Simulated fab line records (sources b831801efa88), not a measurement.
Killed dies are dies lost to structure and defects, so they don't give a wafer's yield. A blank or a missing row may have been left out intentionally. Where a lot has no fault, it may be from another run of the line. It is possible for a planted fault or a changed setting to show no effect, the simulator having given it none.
Comparing a struck lot with a sound one || flow sky130 || 15 steps out of a route of 708
Sound: these wafers, L158.1, L158.2, L158.6. Struck: wafer L155.1. (L155.2, L155.4 of the same lot were not struck and are left out.) The cause comes at the end.
For every step that has rows: the tool of each side, followed by ch and its chambers, followed by its first start. Under that, the readings that differ: sound wafers || struck wafers || difference of the means || sigmas: that difference in standard deviations of wafers without a fault.
alike: same words and numbers on both sides, and readings whose means sit less than 2 such deviations apart. not compared: any withheld reading, any reading some wafer has no value for, any bound like >300 that may hide the same value, and any number with overlapping values for which the record gives no deviation.
The two part at a step that has a row with sigmas, a row that says differs or no value, or rows on one side only. Non-overlapping numbers with no deviation appear without sigmas and do not part them. A reading that every wafer of one side lacks parts them only if that side has two wafers or more.

first, 3 steps without rows for these wafers: SKY_CONTACT_EXPOSE_11 (exposes mask CTM1, target cd 170 nm); SKY_CONTACT_PEB_12; SKY_CONTACT_DEVELOP_13 (develop time 60 s).
SKY_CONTACT_CD_MEAS_14: the cd target is 170 nm.
  sound: cdSem-02 at day 35 05:51; struck: cdSem-01 at day 34 14:50
  alike: cdNm
SKY_CONTACT_OVL_MEAS_15:
  sound: overlay-01 at day 35 05:58; struck: overlay-02 at day 34 14:57
  alike: CONTACT_OVL
SKY_CONTACT_ETCH_16: etches BARC in N2/H2, stops on SiO2, time 45.9 s, target depth 60 nm.
  sound on rieDiel-04 ch 1,3, day 35 06:00; struck on rieDiel-04 ch 2, day 34 14:59
  alike: drypumpMotorCurrentA, n2FlowSccm, oesProductAu, throttleValvePct
  not compared: rfHoursCounterH
SKY_CONTACT_ETCH_17: etches SiO2 in C4F8/O2/Ar, stops on Si3N4, target depth 340 nm.
  sound on rieDiel-04 ch 1,3, day 35 06:03; struck on rieDiel-04 ch 2, day 34 15:02
  alike: oesProductAu
SKY_CONTACT_ETCH_18: etches Si3N4 in CHF3/O2, stops on TiN, time 39 s, target depth 75 nm.
  sound on rieDiel-04 ch 1,3; struck on rieDiel-04 ch 2
  alike: chf3FlowSccm, drypumpMotorCurrentA, oesProductAu, throttleValvePct
  not compared: rfHoursCounterH
SKY_CONTACT_STRIP_19: strips in O2/N2.
  sound on plasmaAsher-04 ch 0,1, day 35 06:08; struck on plasmaAsher-04 ch 1, day 34 15:07
  alike: drypumpMotorCurrentA, n2FlowSccm, oesProductAu, stripTimeToEndpointS
  not compared: rfHoursCounterH
then, 3 steps without rows for these wafers: SKY_CONTACT_STRIP_20 (strips in post etch residue remover, time 1200 s); SKY_CONTACT_CLEAN_21 (cleans in IPA, time 180 s); SKY_CONTACT_CLEAN_22 (cleans in O3/DIW).
SKY_CONTACT_SPUTTER_23: material TiN, target thk 20 nm, time 80 s.
  sound: pvdSputter-01 at day 35 06:44; struck: pvdSputter-02 at day 34 15:43
{"reading": "model.TiN_of_CONTACT_SPUTTER_23.thkNm (nm)", "sound": "20.14 20.07 20.21", "struck": 20.63, "difference": "+0.49", "sigmas": ""}
  alike: throttleValvePct
SKY_CONTACT_CVD_24: deposits W, target thk 340 nm, time 102.12 s.
  sound on cvdW-01 ch 0,1, day 35 06:47; struck on cvdW-02 ch 0, day 34 15:46
  alike: chamberPressureTorr, heaterPowerW
SKY_PAD_OPEN_PROBE_99:
  the record holds rows for the sound wafers here (prober-02, day 48 13:29) but none for the struck ones

## WHERE THEY PART
Only at SKY_PAD_OPEN_PROBE_99, as far as this record shows.

WHY: whatever the simulator had introduced
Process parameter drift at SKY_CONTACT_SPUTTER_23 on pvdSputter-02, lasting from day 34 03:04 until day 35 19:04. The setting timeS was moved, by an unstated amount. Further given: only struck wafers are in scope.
